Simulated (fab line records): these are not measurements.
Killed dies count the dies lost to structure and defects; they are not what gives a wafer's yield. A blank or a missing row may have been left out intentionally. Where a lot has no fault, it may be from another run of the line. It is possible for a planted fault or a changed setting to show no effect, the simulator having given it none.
Comparing a struck lot with a sound one | flow sky130 | 15 out of 708 route steps
Sound: the wafers L980.1, L980.2, L980.3. Struck: wafer L993.1 (L993.2, L993.6, from the same lot, were not struck and are left out); the cause is given at the end.
Each step with rows lists, per side, the tool, then ch with its chambers, then its first start. Under that, the readings that differ: sound wafers | struck wafers | difference of the means | sigmas: that difference in standard deviations of wafers without a fault.
alike: words and numbers the same on both sides, and readings whose means are apart by under 2 such deviations; not compared: readings that were withheld, readings missing a value for some wafer, numbers with overlapping values and no deviation given by the record, and bounds like >300 which may hide the same value.
The two part at a step that has a row with sigmas, a row that says differs or no value, or rows on one side only. Numbers that have no deviation but don't overlap get no sigmas and don't part them. Lack of a reading on every wafer of one side parts them only where that side has two or more wafers.

SKY_VIA4_OVL_MEAS_11:
  sound: overlay-02 at day 44 03:55; struck: overlay-01 at day 46 23:14
  alike: VIA4_OVL
then, 1 step without rows for these wafers: SKY_VIA4_ETCH_12 (etches SiO2 in C4F8/O2/Ar, stops on TiN, target depth 580 nm).
SKY_VIA4_STRIP_13: strips in O2/N2.
  sound on plasma_asher-03 ch 0,1, day 44 04:01; struck on plasma_asher-03 ch 0, day 46 23:20
  alike: drypump_motor_current_A, oes_product_au, strip_time_to_endpoint_s
  not compared: rf_hours_counter_h
then, 3 steps without rows for these wafers: SKY_VIA4_STRIP_14 (strips in post etch residue remover, time 1200 s); SKY_VIA4_CLEAN_15 (cleans in IPA, time 180 s); SKY_VIA4_CLEAN_16 (cleans in O3/DIW).
SKY_VIA4_SPUTTER_17: material TiN, target thk 20 nm, time 80 s.
  sound: pvd_sputter-04 at day 44 04:39; struck: pvd_sputter-02 at day 46 23:58
  reading                | sound                | struck | difference | sigmas
  cathode_dc_power_W (W) | 4000.3 3999.8 3999.3 | 4001.5 | +1.7       | +2
  alike: throttle_valve_pct
SKY_VIA4_CVD_18: deposits W, target thk 505 nm, time 152.14 s.
  sound on cvd_w-01 ch 0,1, day 44 04:43; struck on cvd_w-01 ch 1, day 47 00:02
  alike: heater_power_w
SKY_VIA4_RS_MEAS_19: uses a four-point probe to measure.
  sound: film_metro-01 at day 44 04:52; struck: film_metro-01 at day 47 00:11
  alike: VIA4_W_RS
SKY_VIA4_THK_MEAS_20: measures by xrf.
  sound: film_metro-01 at day 44 04:59; struck: film_metro-01 at day 47 00:19
  reading         | sound       | struck | difference | sigmas
  VIA4_W_THK (nm) | 481 492 492 | 503    | +15        | +2
SKY_VIA4_CMP_21: polishes, stops on SiO2, t overpolish 25 s, target thk 0 nm.
  sound on cmp-01 ch 0,1,2, day 44 05:02; struck on cmp-01 ch 1, day 47 00:48
  alike: edge_zone_pressure_frac, motor_current_A, overpolish_run_s, time_to_endpoint_s
then, 1 step without rows for these wafers: SKY_METAL5_SPUTTER_00 (material Ti, target thk 15 nm, time 10 s).
SKY_METAL5_SPUTTER_01: material TiN, target thk 20 nm, time 16.7 s.
  sound: pvd_sputter-03 at day 44 05:22; struck: pvd_sputter-02 at day 47 01:07
  reading                                    | sound                | struck | difference | sigmas
  cathode_dc_power_W (W)                     | 6502.8 6501.0 6497.7 | 6014.6 | -485.9     | -99 or more
  model.TiN_of_METAL5_SPUTTER_01.thk_nm (nm) | 19.79 19.87 20.16    | 18.33  | -1.61      |
  alike: throttle_valve_pct
SKY_METAL5_SPUTTER_02: material AlCu, target thk 1150 nm, time 61.2 s.
  sound: pvd_sputter-03 at day 44 05:23; struck: pvd_sputter-02 at day 47 01:09
  reading                | sound             | struck | difference | sigmas
  cathode_dc_power_W (W) | 10601 10603 10602 | 10598  | -4         | -2
  alike: throttle_valve_pct
-- the record jumps here: 3 days lie between the struck wafers' starts before and after (it left off in module METAL5 and takes up again in module PAD_OPEN, whose first step shown is number 708 of the route) --
SKY_PAD_OPEN_PROBE_99:
  sound: prober-01 at day 47 00:41; struck: prober-02 at day 49 13:23
  reading                  | sound          | struck | difference | sigmas
  defect_limited_yield (%) | 85.0 81.5 82.9 | 78.9   | -4.2       | -2
  killed_at_M0_to_M3       | 34 45 42       | 62     | +22        | +3
  killed_dies              | 74 91 84       | 104    | +21        | +2
  sort_bin_5_function (%)  | 9.8 9.8 8.7    | 12.8   | +3.4       | +2
  alike: killed_at_M4_up, killed_at_contacts, killed_at_front_end, killed_at_other, killed_on_rim, killed_open, killed_short, sort_bin_3_pad_short, sort_bin_6_memory, sort_bin_8_speed, sort_n_pass, sort_yield_pct

## WHERE THEY PART
Last at SKY_PAD_OPEN_PROBE_99 as far as this record goes, first at SKY_VIA4_SPUTTER_17.

WHY: what the simulator had put in
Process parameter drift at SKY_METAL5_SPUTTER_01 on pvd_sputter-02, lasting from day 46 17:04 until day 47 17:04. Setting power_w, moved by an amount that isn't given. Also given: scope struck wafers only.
